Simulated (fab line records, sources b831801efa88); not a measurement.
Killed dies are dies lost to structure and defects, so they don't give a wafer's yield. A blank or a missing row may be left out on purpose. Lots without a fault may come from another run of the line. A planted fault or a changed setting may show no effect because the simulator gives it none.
One fault seen from 2 desks | flow sky130 | each desk has only its own numbers; what lay behind them comes last

THE METROLOGY DESK
What the gauges read, lot by lot, whatever tool the lot ran on: means of the sampled wafers that have a number. A lot is out of limits, marked OUT, if its mean lies more than 4 standard deviations from the usual mean; the brackets give that distance.
Columns: A = cd_nm at SKY_FIELD_ISO_CD_MEAS_13, usual 149.9 nm; B = VT_ADJUST_NCORE_TW at SKY_VT_ADJUST_NCORE_TW_MEAS_11, usual 219.5; C = SONOS_ONO_CVD_04_THK at SKY_SONOS_ONO_THK_MEAS_05, usual 5.68 nm
lot  | first seen here | A     | B     | C
L744 | day 2 14:25     | 149.7 | 221.6 | 5.77
L745 | day 2 19:24     | 146.8 | 222.0 | 5.63
L748 | day 3 11:52     | 150.0 | 217.5 | 5.76
L749 | day 3 18:02     | 149.7 | 219.9 | 5.72
L750 | day 3 22:07     | 149.7 | 218.6 | 6.40 (+8.5) OUT
L751 | day 4 02:56     | 149.5 | 219.3 | 6.31 (+7.4) OUT
L752 | day 4 07:23     | 150.3 | 218.5 | 6.49 (+9.6) OUT
L753 | day 4 15:51     | 153.4 | 220.0 | 6.32 (+7.5) OUT
L761 | day 6 07:52     | 149.8 | 218.3 | 5.57
L762 | day 6 13:40     | 151.7 | 221.6 | 5.69
L764 | day 7 00:08     | 150.4 | 220.0 | 5.74
L765 | day 7 04:49     | 150.0 | 218.4 | 5.58
This desk's finding: out of limits on L750, L751, L752, L753; first on L750, day 14 10:56 (SONOS_ONO_CVD_04_THK at SKY_SONOS_ONO_THK_MEAS_05). In limits: L744, L745, L748, L749, L761, L762, L764, L765.

THE TOOL OWNER'S DESK: lpcvd-03
The tool's own readings at SKY_SONOS_ONO_CVD_04 (deposits SiO2 from SiH4/N2O, target thk 5.7199 nm): means of the sampled wafers that have a number, for each lot that ran on this tool. A lot is out of limits, marked OUT, if its mean lies more than 4 standard deviations from the usual mean; the brackets give that distance.
Columns: A = pressure_mtorr at SKY_SONOS_ONO_CVD_04, usual 400.2 mTorr; B = spike_tc_bottom_C at SKY_SONOS_ONO_CVD_04, usual 918.0 C; C = spike_tc_centre_C at SKY_SONOS_ONO_CVD_04, usual 901.5 C; D = spike_tc_lower_C at SKY_SONOS_ONO_CVD_04, usual 901.2 C; E = spike_tc_top_C at SKY_SONOS_ONO_CVD_04, usual 915.7 C; F = spike_tc_upper_C at SKY_SONOS_ONO_CVD_04, usual 901.5 C; G = susceptor_temp_C at SKY_SONOS_ONO_CVD_04, usual 900.0 C
lot  | first seen here | A     | B     | C                | D                | E                | F                | G
L744 | day 12 02:54    | 400.1 | 915.0 | 902.1            | 900.0            | 915.0            | 902.7            | 899.6
L745 | day 12 10:13    | 399.6 | 920.9 | 901.7            | 901.6            | 916.9            | 900.6            | 900.2
L748 | day 13 22:04    | 399.6 | 920.5 | 902.0            | 902.0            | 916.4            | 900.4            | 900.1
L749 | day 13 22:04    | 400.1 | 920.8 | 902.8            | 902.1            | 917.1            | 900.8            | 900.3
L750 | day 14 09:41    | 400.3 | 926.3 | 909.4 (+6.6) OUT | 908.9 (+7.0) OUT | 923.7 (+6.2) OUT | 908.3 (+6.2) OUT | 907.3 (+19) OUT
L751 | day 14 15:13    | 399.7 | 927.1 | 908.9 (+6.1) OUT | 910.2 (+8.2) OUT | 923.0 (+5.6) OUT | 908.2 (+6.1) OUT | 907.1 (+19) OUT
L752 | day 14 15:13    | 400.0 | 923.0 | 908.6 (+5.9) OUT | 906.3 (+4.6) OUT | 923.0 (+5.6) OUT | 909.2 (+7.0) OUT | 907.0 (+18) OUT
L753 | day 15 06:43    | 400.9 | 927.3 | 909.5 (+6.7) OUT | 909.1 (+7.2) OUT | 924.2 (+6.6) OUT | 908.1 (+6.0) OUT | 907.1 (+19) OUT
L761 | day 17 16:24    | 400.7 | 920.1 | 901.7            | 901.8            | 916.5            | 900.3            | 899.8
L762 | day 18 04:20    | 400.8 | 915.5 | 900.1            | 900.5            | 915.1            | 901.9            | 900.0
L764 | day 18 18:43    | 399.3 | 914.4 | 901.4            | 901.8            | 914.6            | 902.6            | 900.1
L765 | day 19 00:26    | 400.1 | 920.2 | 903.3            | 902.2            | 917.3            | 901.5            | 900.1
This desk's finding: out of limits on L750, L751, L752, L753; first on L750, day 14 09:41 (spike_tc_centre_C at SKY_SONOS_ONO_CVD_04). In limits: L744, L745, L748, L749, L761, L762, L764, L765.

PUT TOGETHER
The tool owner's desk could have raised an alarm at day 14 09:41, on L750, L751, L752, L753.
The metrology desk could have raised an alarm at day 14 10:56, on L750, L751, L752, L753.
Of the lots named, all ran SKY_SONOS_ONO_CVD_04 on lpcvd-03.

WHAT THE SIMULATOR HAD PUT IN
Process parameter drift: lpcvd-03, from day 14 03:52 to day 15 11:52, at SKY_SONOS_ONO_CVD_04. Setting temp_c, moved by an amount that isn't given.
Lots struck among those shown: L750, L751, L752, L753.
Hours from the fault's start to each desk's first reading out of limits: the tool owner's desk, 6; the metrology desk, 7.
